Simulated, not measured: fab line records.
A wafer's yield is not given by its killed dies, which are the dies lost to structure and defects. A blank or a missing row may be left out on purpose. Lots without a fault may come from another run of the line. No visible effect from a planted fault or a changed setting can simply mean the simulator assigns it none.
Split-lot experiment -- flow gf180mcu -- 23 wafers read from 5 lots, route of 602 steps

## ON THE SPLIT
At GF_HV_LDD_EXPOSE_16 (exposes mask Pplus LV AREA, target cd 400 nm), the setting dose-mj was moved away from the recipe's 140 on 8 of the 23 wafers read, by +1.9% to +4.6%. The other wafers ran this setting at the recipe's value.

## FROM THE SPLIT TO THE READING: what the file shows between them, 2 steps
- GF_HV_LDD_PEB_17
- GF_HV_LDD_DEVELOP_18: develop time 60 s

## THE READING
Shown in nm: cd-nm at GF_HV_LDD_CD_MEAS_19, with target cd 400 nm. Fault-free wafers of this fab line usually give 399.6 nm, standard deviation 1.9 nm.

wafer,"tool, chamber at the split",dose-mj as run,against the recipe,"cd-nm, nm",against lot-mates on the recipe
L076.1,"iline-stepper-02, 0",140,recipe,400.8,-
L076.5,"iline-stepper-02, 0",140,recipe,400.5,-
L076.6,"iline-stepper-02, 0",140,recipe,399.4,-
L078.1,"iline-stepper-02, 0",140,recipe,401.4,-
L078.2,"iline-stepper-02, 0",146.1,+4.4%,413.9,+12.4
L078.4,"iline-stepper-02, 0",140,recipe,402.4,-
L078.5,"iline-stepper-02, 0",140,recipe,400.8,-
L078.6,"iline-stepper-02, 0",146.1,+4.4%,412.2,+10.7
L082.1,"iline-stepper-02, 0",140,recipe,401.0,-
L082.2,"iline-stepper-02, 0",142.7,+1.9%,407.6,+6.6
L082.3,"iline-stepper-02, 0",142.7,+1.9%,410.1,+9.1
L082.4,"iline-stepper-02, 0",140,recipe,401.1,-
L082.5,"iline-stepper-02, 0",142.7,+1.9%,408.1,+7.1
L083.2,"iline-stepper-02, 0",146.4,+4.6%,412.6,+13.2
L083.3,"iline-stepper-02, 0",140,recipe,399.0,-
L083.4,"iline-stepper-02, 0",146.4,+4.6%,412.3,+12.9
L083.5,"iline-stepper-02, 0",146.4,+4.6%,410.9,+11.4
L083.6,"iline-stepper-02, 0",140,recipe,399.9,-
L084.2,"iline-stepper-01, 0",140,recipe,400.9,-
L084.3,"iline-stepper-01, 0",140,recipe,401.3,-
L084.4,"iline-stepper-01, 0",140,recipe,401.1,-
L084.5,"iline-stepper-01, 0",140,recipe,401.7,-
L084.6,"iline-stepper-01, 0",140,recipe,401.0,-

FIT RESULTS
A straight line over all 23 wafers: cd-nm changes by +2.65 nm for each +1% of dose-mj; r = +0.96; the points scatter about the line by 1.4 nm.
The same after taking each lot's own level away (the mean of its wafers on the recipe; 23 wafers): +2.76 nm for each +1%; r = +0.98; scatter 1.1 nm.
That fit puts the effect of the largest move of dose-mj on the reading at 13 nm.
From 399.45 to 401.53 nm: that is the span of the lots' own levels, equal to 1.1 times the standard deviation above.
The two slopes are in agreement: the lot-to-lot level therefore moves the slope only a little.
Check: for one of the wafers moved furthest among these (+4.6%), held out of the fit, the line's prediction against its lot-mates is +12.8 nm. It came out at +13.2 nm against them.

## ADDITIONAL SPLITS CARRIED BY THESE WAFERS
These wafers also went through other splits before the reading. Each is held against what the fit with the lots' levels taken away leaves over:
other split on the same wafers,wafers away from the commonest value,r with cd-nm (lot level and that fit taken away)
GF_VT_IMPLANT_COAT_35 spin-rpm,4,-0.02
GF_DUAL_GATE_SOFTBAKE_07 temp-c,12,-0.01
GF_HV_LDD_EXPOSE_04 dose-mj,8,+0.15
GF_HV_LDD_DEVELOP_06 dev-temp-c,9,-0.10

## FILE'S OWN FIT
cd-nm changes by +2.79 nm for each +1% of dose-mj, r = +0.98.
